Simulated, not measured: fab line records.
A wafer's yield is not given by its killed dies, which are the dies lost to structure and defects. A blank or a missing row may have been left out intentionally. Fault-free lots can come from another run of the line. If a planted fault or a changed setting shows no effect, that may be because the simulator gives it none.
Which tool was responsible?    flow gf180mcu    Sampling: 24 lots, 72 wafers, 2 of 602 route steps

WHAT THE GAUGES SHOWED, per wafer
GF_V3_CD_MEAS_14: the cd target is 260 nm. Usual: cd-nm 260.4 nm, standard deviation 1.1.
lot   measured      on         cd-nm (nm)         flag
L074  day 22 12:44  cd-sem-01  258.4 259.3 258.3  
L075  day 23 02:25  cd-sem-02  258.7 258.9 258.8  
L076  day 23 11:34  cd-sem-01  259.5 259.9 259.5  
L077  day 23 14:31  cd-sem-02  261.9 261.1 261.6  
L078  day 24 03:29  cd-sem-01  261.3 259.9 261.9  
L079  day 24 05:46  cd-sem-01  260.6 260.9 261.4  
L080  day 24 20:26  cd-sem-02  260.3 260.5 260.2  
L081  day 25 05:34  cd-sem-02  261.4 260.2 260.2  
L082  day 25 22:22  cd-sem-01  260.5 259.9 261.3  
L083  day 26 01:41  cd-sem-02  259.2 260.2 259.7  
L084  day 26 06:04  cd-sem-02  261.1 261.7 261.7  
L085  day 26 22:56  cd-sem-02  259.3 259.7 259.9  
L086  day 27 03:50  cd-sem-01  261.6 260.1 260.7  
L087  day 27 17:39  cd-sem-02  261.7 262.7 262.1  
L089  day 27 23:19  cd-sem-02  259.3 259.3 260.2  
L088  day 27 23:53  cd-sem-01  261.9 261.0 260.7  
L090  day 28 01:14  cd-sem-02  261.8 263.8 263.1  
L092  day 28 18:09  cd-sem-02  260.2 258.6 259.5  
L091  day 28 19:24  cd-sem-02  259.5 258.8 260.4  
L093  day 28 22:26  cd-sem-01  260.0 261.9 260.1  
L094  day 29 04:40  cd-sem-02  258.7 260.3 258.8  
L095  day 29 14:00  cd-sem-02  259.2 259.9 260.4  
L096  day 29 20:25  cd-sem-02  262.2 261.7 261.9  
L097  day 30 00:10  cd-sem-01  260.0 259.9 257.4  

WHAT TOOL EACH LOT RAN ON (gives the tool, then ch and the chambers of the sampled wafers, and finally the start)
lot   GF_V2_ETCH_16
L074  rie-diel-01 ch 0,2, day 20 10:06
L075  rie-diel-01 ch 0,2,3, day 21 00:15
L076  rie-diel-01 ch 1,3, day 21 09:36
L077  rie-diel-02 ch 2,3, day 21 13:18
L078  rie-diel-01 ch 0,2,3, day 22 03:23
L079  rie-diel-01 ch 0,2,3, day 22 05:23
L080  rie-diel-02 ch 1,2,3, day 22 20:32
L081  rie-diel-03 ch 0,1, day 23 06:59
L082  rie-diel-03 ch 1,2, day 23 19:13
L083  rie-diel-03 ch 1,3, day 24 03:06
L084  rie-diel-01 ch 1,3, day 24 09:11
L085  rie-diel-02 ch 0,1, day 25 00:24
L086  rie-diel-01 ch 1,2,3, day 25 06:23
L087  rie-diel-01 ch 1,2, day 25 21:41
L089  rie-diel-02 ch 0,1,2, day 26 03:09
L088  rie-diel-01 ch 2,3, day 26 03:30
L090  rie-diel-02 ch 0,1,2, day 26 05:16
L092  rie-diel-02 ch 0,1, day 26 22:57
L091  rie-diel-03 ch 0,1,2, day 26 23:58
L093  rie-diel-03 ch 0,1, day 27 03:38
L094  rie-diel-02 ch 1,2,3, day 27 10:53
L095  rie-diel-03 ch 0,3, day 27 20:10
L096  rie-diel-02 ch 1,2, day 28 02:27
L097  rie-diel-03 ch 1,2,3, day 28 06:26
- GF_V2_ETCH_16: etches BARC in N2/H2.

WHAT THE TOOLS THEMSELVES READ (means of the sampled wafers that have a number; where no wafer has one, the mark that the record gives instead)
GF_V2_ETCH_16. Usual: drypump-motor-current-A 5.9 A, standard deviation 0.33; oes-product-au 0.855 a.u., standard deviation 0.0045; rf-fwd-power-W 495.0 W, standard deviation 2.6; throttle-valve-pct 13.225 %, standard deviation 0.0095.
lot   tool         drypump-motor-current-A (A)  oes-product-au (a.u.)  rf-fwd-power-W (W)  throttle-valve-pct (%)  flag
L074  rie-diel-01  5.5                          0.854                  491.8               13.219                  
L075  rie-diel-01  5.7                          0.858                  491.9               13.230                  
L076  rie-diel-01  5.8                          0.861                  494.5               13.226                  
L077  rie-diel-02  6.2                          0.857                  497.6               13.219                  
L078  rie-diel-01  5.7                          0.853                  492.7               13.216                  
L079  rie-diel-01  5.7                          0.851                  493.5               13.226                  
L080  rie-diel-02  6.0                          0.855                  495.1               13.223                  
L081  rie-diel-03  6.1                          0.852                  495.0               13.223                  
L082  rie-diel-03  6.1                          0.854                  497.7               13.233                  
L083  rie-diel-03  5.8                          0.858                  496.6               13.228                  
L084  rie-diel-01  5.7                          0.860                  496.1               13.221                  
L085  rie-diel-02  6.0                          0.857                  493.5               13.223                  
L086  rie-diel-01  5.7                          0.855                  495.4               13.229                  
L087  rie-diel-01  5.6                          0.853                  496.4               13.227                  
L089  rie-diel-02  6.2                          0.854                  496.6               13.226                  
L088  rie-diel-01  5.7                          0.855                  491.4               13.224                  
L090  rie-diel-02  6.2                          0.857                  493.6               13.236                  
L092  rie-diel-02  6.0                          0.855                  493.7               13.226                  
L091  rie-diel-03  6.0                          0.856                  495.8               13.227                  
L093  rie-diel-03  6.1                          0.855                  497.0               13.221                  
L094  rie-diel-02  6.0                          0.855                  496.1               13.221                  
L095  rie-diel-03  5.7                          0.856                  495.3               13.218                  
L096  rie-diel-02  6.2                          0.854                  494.1               13.232                  
L097  rie-diel-03  5.9                          0.856                  497.3               13.226                  

THE ANSWER, worked out from the rows above alone
Rule: a lot is off if the mean of its wafers that have a number lies more than 3 standard deviations from the usual mean. Also off: a lot with no number at a reading for which 4 or more lots have one. Where the step has rows for the other lots, those lots are counted as sound. First the gauges in route order, then the tools' own readings, where a lot's mean is used as printed above. At the first step where some lot is off, the reading lying furthest off is the one used; lots without a number count as furthest.
None of the lots is off at any reading shown; this tells nothing.

WHAT WAS PUT IN BY THE SIMULATOR
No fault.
